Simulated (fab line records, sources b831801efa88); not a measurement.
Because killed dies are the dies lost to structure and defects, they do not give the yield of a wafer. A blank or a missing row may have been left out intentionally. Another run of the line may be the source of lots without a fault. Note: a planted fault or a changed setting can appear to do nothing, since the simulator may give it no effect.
Which tool did it? ; flow sfqLine ; 15 lots with 45 wafers sampled at 4 steps, on a route of 325 steps

== WHAT THE GAUGES READ, wafer by wafer ==
SFQ_L0V_OVL_MEAS_903. Usual: L0V_OVL -2 nm, standard deviation 5.1.
lot;measured;on;L0V_OVL (nm);flag
L626;day 9 00:59;overlay-02;5 7 7;
L628;day 9 18:59;overlay-01;-16 -14 -12;
L629;day 9 22:37;overlay-02;3 7 0;
L630;day 10 03:31;overlay-02;2 -1 5;
L631;day 10 05:55;overlay-02;5 1 0;
L632;day 10 13:14;overlay-02;3 3 5;
L635;day 11 00:02;overlay-02;-2 -7 -3;
L636;day 11 07:14;overlay-01;-3 -2 0;
L639;day 12 04:58;overlay-01;4 2 -2;
L641;day 12 21:46;overlay-01;6 -5 -11;
L644;day 13 16:58;overlay-02;1 -1 -2;
L646;day 14 18:17;overlay-02;-2 -3 -3;
L647;day 14 23:54;overlay-02;-2 -5 1;
L648;day 15 10:42;overlay-02;-1 -3 -1;
L649;day 15 19:06;overlay-01;-2 -1 -3;

SFQ_I1_OVL_MEAS_913. Usual: I1_OVL 0 nm, standard deviation 5.7.
lot;measured;on;I1_OVL (nm);flag
L626;day 26 17:25;overlay-01;-2 -3 3;
L628;day 27 12:22;overlay-02;4 0 2;
L629;day 27 15:59;overlay-01;-8 -3 -6;
L630;day 27 17:10;overlay-01;13 10 11;
L631;day 27 21:47;overlay-02;11 -2 -4;
L632;day 28 05:28;overlay-02;-1 11 5;
L635;day 28 11:28;overlay-02;2 6 2;
L636;day 29 16:57;overlay-02;6 7 5;
L639;day 30 19:18;overlay-01;0 -4 7;
L641;day 31 06:46;overlay-02;9 -8 -3;
L644;day 32 09:59;overlay-02;-6 -2 1;
L646;day 33 07:05;overlay-01;-6 -8 -2;
L647;day 33 10:23;overlay-02;4 -13 7;
L648;day 34 15:36;overlay-02;-4 -3 -7;
L649;day 35 01:58;overlay-01;-4 -5 3;

== EACH LOT AND THE TOOL THAT RAN IT (in order: tool; ch and the chambers of the sampled wafers; start) ==
lot;SFQ_TRILAYER_L0_BARC_OPEN_METAL_ETCH_010;SFQ_TRILAYER_I0_VIA_BARC_OPEN_VIA_ETCH_046
L626;rieMetal-01 ch 1, day 5 08:50;rieDiel-02 ch 0,1,3, day 19 21:17
L628;rieMetal-02 ch 0,1, day 5 18:26;rieDiel-02 ch 0,1, day 20 20:13
L629;rieMetal-02 ch 0,1, day 5 22:04;rieDiel-03 ch 0,2,3, day 20 22:37
L630;rieMetal-04 ch 0, day 5 23:14;rieDiel-02 ch 0,1,2, day 20 23:49
L631;rieMetal-02 ch 0,1, day 6 00:28;rieDiel-02 ch 0,1, day 21 03:26
L632;rieMetal-04 ch 0,1, day 6 04:02;rieDiel-01 ch 0,1,2, day 21 08:13
L635;rieMetal-02 ch 1, day 6 17:14;rieDiel-01 ch 1,3, day 21 15:25
L636;rieMetal-02 ch 0,1, day 7 00:34;rieDiel-02 ch 0,2,3, day 21 21:25
L639;rieMetal-04 ch 0,1, day 7 18:29;rieDiel-02 ch 0,2,3, day 24 01:08
L641;rieMetal-04 ch 0,1, day 8 08:11;rieDiel-02 ch 0,2,3, day 24 18:34
L644;rieMetal-01 ch 0,1, day 8 23:47;rieDiel-02 ch 0,1,2, day 25 22:10
L646;rieMetal-04 ch 0,1, day 9 16:35;rieDiel-02 ch 1,3, day 26 17:25
L647;rieMetal-01 ch 0,1, day 9 21:23;rieDiel-03 ch 0,2,3, day 26 23:32
L648;rieMetal-02 ch 0, day 10 08:19;rieDiel-02 ch 1,2, day 28 03:08
L649;rieMetal-01 ch 0,1, day 10 15:38;rieDiel-02 ch 1,2, day 28 10:20
- SFQ_TRILAYER_L0_BARC_OPEN_METAL_ETCH_010: etches BARC in O2, target depth 125 nm, time 40.12 s.
- SFQ_TRILAYER_I0_VIA_BARC_OPEN_VIA_ETCH_046: etches BARC in O2, target depth 125 nm, time 41.7 s.

== WHAT THE TOOLS THEMSELVES READ (means of the sampled wafers that have a number; where no wafer has one, the mark that the record gives instead) ==
SFQ_TRILAYER_L0_BARC_OPEN_METAL_ETCH_010. Usual: biasW 80.01 W, standard deviation 0.24; chamberPressureMTorr 10.000 mTorr, standard deviation 0.0093; drypumpMotorCurrentA 6.0 A, standard deviation 0.5; oesProductAu 0.697 a.u., standard deviation 0.0051.
lot;tool;biasW (W);chamberPressureMTorr (mTorr);drypumpMotorCurrentA (A);oesProductAu (a.u.);flag
L626;rieMetal-01;79.82;10.003;6.6;0.697;
L628;rieMetal-02;79.94;10.000;5.5;0.699;
L629;rieMetal-02;80.12;9.994;5.5;0.697;
L630;rieMetal-04;79.96;10.006;6.2;0.700;
L631;rieMetal-02;77.34;9.998;5.9;0.697;OFF
L632;rieMetal-04;79.91;9.991;6.2;0.697;
L635;rieMetal-02;76.81;10.001;5.1;0.695;OFF
L636;rieMetal-02;77.43;10.001;5.5;0.700;OFF
L639;rieMetal-04;80.00;10.002;6.2;0.700;
L641;rieMetal-04;80.05;10.006;6.2;0.694;
L644;rieMetal-01;80.24;10.005;5.8;0.696;
L646;rieMetal-04;80.15;10.002;6.2;0.695;
L647;rieMetal-01;80.11;9.991;5.8;0.700;
L648;rieMetal-02;79.75;9.991;6.3;0.694;
L649;rieMetal-01;79.98;10.006;6.3;0.693;

SFQ_TRILAYER_I0_VIA_BARC_OPEN_VIA_ETCH_046. Usual: biasW 79.99 W, standard deviation 0.24; chamberPressureMTorr 30.01 mTorr, standard deviation 0.044; drypumpMotorCurrentA 5.7 A, standard deviation 0.58; oesProductAu 0.685 a.u., standard deviation 0.0049.
lot;tool;biasW (W);chamberPressureMTorr (mTorr);drypumpMotorCurrentA (A);oesProductAu (a.u.);flag
L626;rieDiel-02;79.89;29.98;6.1;0.687;
L628;rieDiel-02;79.88;30.13;6.0;0.690;
L629;rieDiel-03;80.01;30.01;5.8;0.684;
L630;rieDiel-02;80.13;30.01;5.5;0.682;
L631;rieDiel-02;80.03;30.01;6.0;0.679;
L632;rieDiel-01;79.97;29.99;6.2;0.685;
L635;rieDiel-01;79.93;30.01;6.2;0.686;
L636;rieDiel-02;80.02;29.98;5.6;0.681;
L639;rieDiel-02;79.90;30.01;5.6;0.684;
L641;rieDiel-02;80.02;30.01;5.6;0.686;
L644;rieDiel-02;80.09;30.01;5.6;0.689;
L646;rieDiel-02;79.87;30.02;6.1;0.686;
L647;rieDiel-03;80.05;29.98;5.8;0.686;
L648;rieDiel-02;79.92;30.03;5.1;0.687;
L649;rieDiel-02;79.90;30.00;5.6;0.687;

== THE ANSWER, worked out from the rows above alone ==
Rule: a lot is off if the mean of its wafers that have a number lies more than 3 standard deviations from the usual mean. Also off: a lot with no number at a reading for which 4 or more lots have one. All remaining lots with rows at the step are treated as sound. Order of review: gauges by route order, followed by the tools' own readings, for which a lot's mean as printed above is used. At the first step where some lot is off, the reading lying furthest off is the one used; lots without a number count as furthest.
Off: L631, L635, L636 (SFQ_TRILAYER_L0_BARC_OPEN_METAL_ETCH_010, biasW).
If a tool, at that step or one of the process steps before it, ran each lot that is off and ran no sound lot following the first of them, it fits. None of those tried fits.

== WHAT HAD BEEN PUT IN BY THE SIMULATOR ==
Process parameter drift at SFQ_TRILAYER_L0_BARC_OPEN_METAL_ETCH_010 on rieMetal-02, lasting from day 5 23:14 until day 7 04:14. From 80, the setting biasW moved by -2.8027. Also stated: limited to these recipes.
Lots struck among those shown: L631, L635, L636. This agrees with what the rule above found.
